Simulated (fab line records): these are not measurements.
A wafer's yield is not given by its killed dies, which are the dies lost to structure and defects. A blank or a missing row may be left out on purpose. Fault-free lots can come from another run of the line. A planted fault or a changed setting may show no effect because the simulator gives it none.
Split-lot study / flow sky130 / 23 wafers read across 5 lots, on a route 708 steps long

## ABOUT THE SPLIT
At SKY_LI_CONTACT_EXPOSE_09 (exposes mask LICM1, target cd 170 nm), the setting doseMj was moved away from the recipe's 38 on 5 of the 23 wafers read, by -7.2% to +5.6%. This setting was run at the recipe's value on the other wafers.

## FROM THE SPLIT TO THE READING: what the file shows between them, 2 steps
- SKY_LI_CONTACT_PEB_10
- SKY_LI_CONTACT_DEVELOP_11: develop time 60 s

## THE READING
cdNm at SKY_LI_CONTACT_CD_MEAS_12, given in nm (cd target 170 nm). Typical for fault-free wafers on this fab line: 170.0 nm, with standard deviation 1.2 nm.

wafer=L074.1; tool, chamber at the split=krfScanner-02, 0; doseMj as run=38; against the recipe=recipe; cdNm, nm=167.9; against lot-mates on the recipe=-
wafer=L074.3; tool, chamber at the split=krfScanner-02, 0; doseMj as run=38; against the recipe=recipe; cdNm, nm=169.1; against lot-mates on the recipe=-
wafer=L074.4; tool, chamber at the split=krfScanner-02, 0; doseMj as run=38; against the recipe=recipe; cdNm, nm=168.9; against lot-mates on the recipe=-
wafer=L074.5; tool, chamber at the split=krfScanner-02, 0; doseMj as run=38; against the recipe=recipe; cdNm, nm=170.7; against lot-mates on the recipe=-
wafer=L074.6; tool, chamber at the split=krfScanner-02, 0; doseMj as run=38; against the recipe=recipe; cdNm, nm=167.7; against lot-mates on the recipe=-
wafer=L079.4; tool, chamber at the split=krfScanner-02, 0; doseMj as run=38; against the recipe=recipe; cdNm, nm=170.3; against lot-mates on the recipe=-
wafer=L079.5; tool, chamber at the split=krfScanner-02, 0; doseMj as run=38; against the recipe=recipe; cdNm, nm=171.0; against lot-mates on the recipe=-
wafer=L079.6; tool, chamber at the split=krfScanner-02, 0; doseMj as run=38; against the recipe=recipe; cdNm, nm=172.0; against lot-mates on the recipe=-
wafer=L082.1; tool, chamber at the split=krfScanner-01, 0; doseMj as run=38; against the recipe=recipe; cdNm, nm=169.8; against lot-mates on the recipe=-
wafer=L082.2; tool, chamber at the split=krfScanner-01, 0; doseMj as run=40.11; against the recipe=+5.6%; cdNm, nm=179.0; against lot-mates on the recipe=+8.9
wafer=L082.4; tool, chamber at the split=krfScanner-01, 0; doseMj as run=38; against the recipe=recipe; cdNm, nm=169.7; against lot-mates on the recipe=-
wafer=L082.5; tool, chamber at the split=krfScanner-01, 0; doseMj as run=40.11; against the recipe=+5.6%; cdNm, nm=179.4; against lot-mates on the recipe=+9.3
wafer=L082.6; tool, chamber at the split=krfScanner-01, 0; doseMj as run=38; against the recipe=recipe; cdNm, nm=170.7; against lot-mates on the recipe=-
wafer=L083.1; tool, chamber at the split=krfScanner-02, 0; doseMj as run=38; against the recipe=recipe; cdNm, nm=171.6; against lot-mates on the recipe=-
wafer=L083.2; tool, chamber at the split=krfScanner-02, 0; doseMj as run=38; against the recipe=recipe; cdNm, nm=170.1; against lot-mates on the recipe=-
wafer=L083.3; tool, chamber at the split=krfScanner-02, 0; doseMj as run=38; against the recipe=recipe; cdNm, nm=169.9; against lot-mates on the recipe=-
wafer=L083.4; tool, chamber at the split=krfScanner-02, 0; doseMj as run=38; against the recipe=recipe; cdNm, nm=171.8; against lot-mates on the recipe=-
wafer=L083.5; tool, chamber at the split=krfScanner-02, 0; doseMj as run=38; against the recipe=recipe; cdNm, nm=170.1; against lot-mates on the recipe=-
wafer=L084.1; tool, chamber at the split=krfScanner-02, 0; doseMj as run=35.27; against the recipe=-7.2%; cdNm, nm=157.2; against lot-mates on the recipe=-13.6
wafer=L084.2; tool, chamber at the split=krfScanner-02, 0; doseMj as run=35.27; against the recipe=-7.2%; cdNm, nm=157.0; against lot-mates on the recipe=-13.8
wafer=L084.3; tool, chamber at the split=krfScanner-02, 0; doseMj as run=38; against the recipe=recipe; cdNm, nm=171.5; against lot-mates on the recipe=-
wafer=L084.5; tool, chamber at the split=krfScanner-02, 0; doseMj as run=35.27; against the recipe=-7.2%; cdNm, nm=157.2; against lot-mates on the recipe=-13.6
wafer=L084.6; tool, chamber at the split=krfScanner-02, 0; doseMj as run=38; against the recipe=recipe; cdNm, nm=170.1; against lot-mates on the recipe=-

THE FIT
A straight line over all 23 wafers: cdNm changes by +1.75 nm for each +1% of doseMj; r = +0.98; the points scatter about the line by 1.1 nm.
The same after taking each lot's own level away (the mean of its wafers on the recipe; 23 wafers): +1.82 nm for each +1%; r = +0.99; scatter 0.83 nm.
That fit puts the effect of the largest move of doseMj on the reading at 13 nm.
From 168.86 to 171.10 nm: that is the span of the lots' own levels, equal to 1.9 times the standard deviation above.
The two slopes agree, so the slope changes little with the lot-to-lot level.
Check: for one of the wafers moved furthest among these (-7.2%), held out of the fit, the line's prediction against its lot-mates is -13.1 nm. Against them it came out at -13.6 nm.

## OTHER SPLITS APPLIED TO THESE WAFERS
Other splits were also applied to these wafers ahead of the reading. Each is held against what the fit with the lots' levels taken away leaves over:
other split on the same wafers=SKY_LDD_LDN_IMPLANT_10 doseCm2; wafers away from the commonest value=6; r with cdNm (lot level and that fit taken away)=+0.08
other split on the same wafers=SKY_POLY_CUT_COAT_03 spinRpm; wafers away from the commonest value=9; r with cdNm (lot level and that fit taken away)=+0.20
other split on the same wafers=SKY_POLY_CUT_ETCH_10 timeS; wafers away from the commonest value=9; r with cdNm (lot level and that fit taken away)=+0.18
other split on the same wafers=SKY_SD_P_IMPLANT_09 energyKev; wafers away from the commonest value=5; r with cdNm (lot level and that fit taken away)=-0.19
other split on the same wafers=SKY_SD_N_COAT_02 spinRpm; wafers away from the commonest value=9; r with cdNm (lot level and that fit taken away)=-0.11
other split on the same wafers=SKY_SD_N_IMPLANT_09 energyKev; wafers away from the commonest value=9; r with cdNm (lot level and that fit taken away)=+0.05
other split on the same wafers=SKY_LI_CONTACT_CMP_02 leaveAboveRefNm; wafers away from the commonest value=7; r with cdNm (lot level and that fit taken away)=+0.12

## THE WHOLE CHAIN: every reading that the file lists as answering this split, in the file's order
step=SKY_LI_CONTACT_CD_MEAS_12; what it does=target cd 170 nm; reading=cdNm; change (the file's fit)=+1.81 nm for each +1% of the setting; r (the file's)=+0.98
step=SKY_LI_CONTACT_ETCH_14; what it does=etches BARC in N2/H2, stops on SiO2, time 45.9 s, target depth 60 nm; reading=LI_CONTACT.cdNm (the simulator's own value, which no gauge read); change (the file's fit)=+1.68 nm for each +1% of the setting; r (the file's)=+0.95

## THE FILE'S OWN FIT
cdNm changes by +1.81 nm for each +1% of doseMj, r = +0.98.
